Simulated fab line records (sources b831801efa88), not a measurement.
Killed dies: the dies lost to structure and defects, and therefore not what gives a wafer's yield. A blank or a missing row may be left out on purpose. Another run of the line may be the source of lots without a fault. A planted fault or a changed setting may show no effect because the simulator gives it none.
Matching of chambers + flow sky130 + SKY_VIA2_CMP_24 on cmp-01 has 4 sister chambers
The step polishes, stops on SiO2, t overpolish 20 s, target thk 0 nm. 4 wafers are shown with their chamber, then 7 later ones without.

== EACH WAFER AND ITS CHAMBER ==
| wafer  | chamber | motor-current-A (A) |
|--------|---------|---------------------|
| L195.3 | 3       | 12.4                |
| L197.5 | 1       | 12.0                |
| L208.1 | 2       | 10.9                |
| L208.2 | 0       | 11.8                |

== WAFERS WITHOUT THEIR CHAMBER ==
| wafer  | motor-current-A (A) |
|--------|---------------------|
| L208.6 | 10.5                |
| L214.1 | 11.7                |
| L214.4 | 12.3                |
| L214.6 | 11.7                |
| L216.2 | 11.8                |
| L216.3 | 10.9                |
| L216.4 | 11.7                |

== CHAMBER TAKEN BY EACH ==
| wafer  | from the rows above     | in truth |
|--------|-------------------------|----------|
| L208.6 | 2                       | 2        |
| L214.1 | can't be placed: 0 or 1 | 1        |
| L214.4 | can't be placed: 3 or 1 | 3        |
| L214.6 | can't be placed: 0 or 1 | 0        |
| L216.2 | can't be placed: 0 or 1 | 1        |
| L216.3 | 2                       | 2        |
| L216.4 | can't be placed: 0 or 1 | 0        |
Correct placement for 2 of the 7. Cannot be placed on the basis of these rows: 5; the candidates contain the true chamber in 5. 0 placed wrongly.
How it was worked out, from the rows above alone: a wafer's distance from a chamber is the root of the sum, over the readings, of the square of ((its reading less the chamber's mean) divided by the reading's scatter). If the next closest chamber is less than 2 further off than the closest, the wafer can't be placed; otherwise it belongs to the closest. Each chamber's mean is taken over the wafers shown for it. The scatter: with one shown wafer a chamber, the root of the mean of the squares of how far each hidden wafer lies from its nearest shown one.
